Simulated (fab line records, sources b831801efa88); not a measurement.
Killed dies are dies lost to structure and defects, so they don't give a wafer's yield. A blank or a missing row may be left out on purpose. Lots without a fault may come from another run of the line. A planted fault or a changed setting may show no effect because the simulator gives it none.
Tool commonality check | flow gf180mcu | 12 lots, 36 wafers sampled

WHY IT WAS OPENED
At GF_HV_LDD_TW_MEAS_50 the reading HV_LDD_4_TW is flagged on 1 of 12 lots. Wafers without a fault read 570.1, standard deviation 2.5.
Rule: a lot is flagged when every wafer of it that has a number lies more than 4 standard deviations from that mean, or none has a number. The other lots count as sound.

lot  | measured     | on            | HV_LDD_4_TW, wafer by wafer | flag
L658 | day 12 10:22 | film_metro-01 | 569.8 571.6 566.9           |
L659 | day 12 16:35 | film_metro-01 | 572.1 569.1 570.3           |
L663 | day 14 03:24 | film_metro-02 | 569.0 566.4 566.3           |
L664 | day 14 16:55 | film_metro-02 | 570.8 568.7 568.4           |
L666 | day 15 08:02 | film_metro-01 | 573.1 569.6 570.6           |
L667 | day 15 22:08 | film_metro-03 | 570.3 568.2 569.2           |
L668 | day 15 23:16 | film_metro-03 | 569.8 568.4 569.5           |
L669 | day 16 06:12 | film_metro-01 | 566.7 568.4 569.0           |
L671 | day 17 02:41 | film_metro-02 | 572.4 575.3 575.5           |
L672 | day 17 07:32 | film_metro-02 | 572.5 567.8 572.6           |
L673 | day 17 16:08 | film_metro-02 | 30.0 30.1 30.1              | FLAGGED
L681 | day 20 10:34 | film_metro-03 | 571.9 568.9 567.5           |
The numbers of the flagged lots are 30.1 on average: -540.0 against the usual, or -99 or more standard deviations.

WHICH TOOL RAN EACH LOT
The record holds 2 process steps before the reading, out of a route of 602 steps. In each cell: the tool, then ch and the chambers that the sampled wafers went through, then the start.
lot  | flag    | GF_POLY_GATE_ETCH_12               | GF_HV_LDD_EXPOSE_43
L658 |         | rie_diel-01 ch 1,2,3, day 9 05:25  | iline_stepper-01 ch 0, day 12 00:34
L659 |         | rie_diel-02 ch 1,2,3, day 9 11:15  | iline_stepper-02 ch 0, day 12 07:07
L663 |         | rie_diel-02 ch 0,2,3, day 10 17:43 | iline_stepper-01 ch 0, day 13 16:23
L664 |         | rie_diel-01 ch 0,2,3, day 11 06:19 | iline_stepper-01 ch 0, day 14 06:28
L666 |         | rie_diel-02 ch 2,3, day 11 18:38   | iline_stepper-02 ch 0, day 14 20:58
L667 |         | rie_diel-01 ch 0,2, day 12 07:31   | iline_stepper-01 ch 0, day 15 11:22
L668 |         | rie_diel-02 ch 0,1,3, day 12 07:44 | iline_stepper-02 ch 0, day 15 11:59
L669 |         | rie_diel-02 ch 1,2,3, day 12 11:49 | iline_stepper-02 ch 0, day 15 18:53
L671 |         | rie_diel-01 ch 0,2, day 13 09:22   | iline_stepper-01 ch 0, day 16 14:46
L672 |         | rie_diel-03 ch 0,1,2, day 13 14:02 | iline_stepper-02 ch 0, day 16 19:47
L673 | FLAGGED | rie_diel-03 ch 0,1, day 13 20:55   | iline_stepper-02 ch 0, day 17 04:59
L681 |         | rie_diel-03 ch 2,3, day 16 08:22   | iline_stepper-01 ch 0, day 19 21:55
What these steps do:
- GF_POLY_GATE_ETCH_12: etches BARC in N2/H2.
- GF_HV_LDD_EXPOSE_43: exposes mask Pplus HV AREA, target cd 400 nm.
- GF_HV_LDD_TW_MEAS_50

FLAGGED OVER TOTAL, TOOL BY TOOL (the gauges that took the reading come last)
step                 | tool             | lots run | flagged | share of the flagged lots | sound lots run after its first flagged lot
GF_POLY_GATE_ETCH_12 | rie_diel-01      | 4        | 0       | none                      | -
GF_POLY_GATE_ETCH_12 | rie_diel-02      | 5        | 0       | none                      | -
GF_POLY_GATE_ETCH_12 | rie_diel-03      | 3        | 1       | all                       | 1 (L681)
GF_HV_LDD_EXPOSE_43  | iline_stepper-01 | 6        | 0       | none                      | -
GF_HV_LDD_EXPOSE_43  | iline_stepper-02 | 6        | 1       | all                       | 0
GF_HV_LDD_TW_MEAS_50 | film_metro-01    | 4        | 0       | none                      | -
GF_HV_LDD_TW_MEAS_50 | film_metro-02    | 5        | 1       | all                       | 0
GF_HV_LDD_TW_MEAS_50 | film_metro-03    | 3        | 0       | none                      | -

WHAT THE TABLE ALLOWS
3 rows of the table ran every flagged lot: rie_diel-03 at GF_POLY_GATE_ETCH_12, iline_stepper-02 at GF_HV_LDD_EXPOSE_43, film_metro-02 at GF_HV_LDD_TW_MEAS_50.
- rie_diel-03 at GF_POLY_GATE_ETCH_12: 1 of its 3 lots flagged. Sound lots ran on it after the first flagged one (L681), which a lasting fault on the whole tool wouldn't allow.
- iline_stepper-02 at GF_HV_LDD_EXPOSE_43: 1 of its 6 lots flagged. Its last sound lot is L672 (day 16 19:47), its first flagged lot L673 (day 17 04:59): a fault that began between those two fits.
- film_metro-02 at GF_HV_LDD_TW_MEAS_50: 1 of its 5 lots flagged. Its last sound lot is L672 (day 17 07:32), its first flagged lot L673 (day 17 16:08): a fault that began between those two fits.
Counting lots can't tell these 2 tools apart, because each fits a fault that began at some hour. More lots, or a look at what each step does to the wafer, might.

WHAT THE SIMULATOR HAD PUT IN
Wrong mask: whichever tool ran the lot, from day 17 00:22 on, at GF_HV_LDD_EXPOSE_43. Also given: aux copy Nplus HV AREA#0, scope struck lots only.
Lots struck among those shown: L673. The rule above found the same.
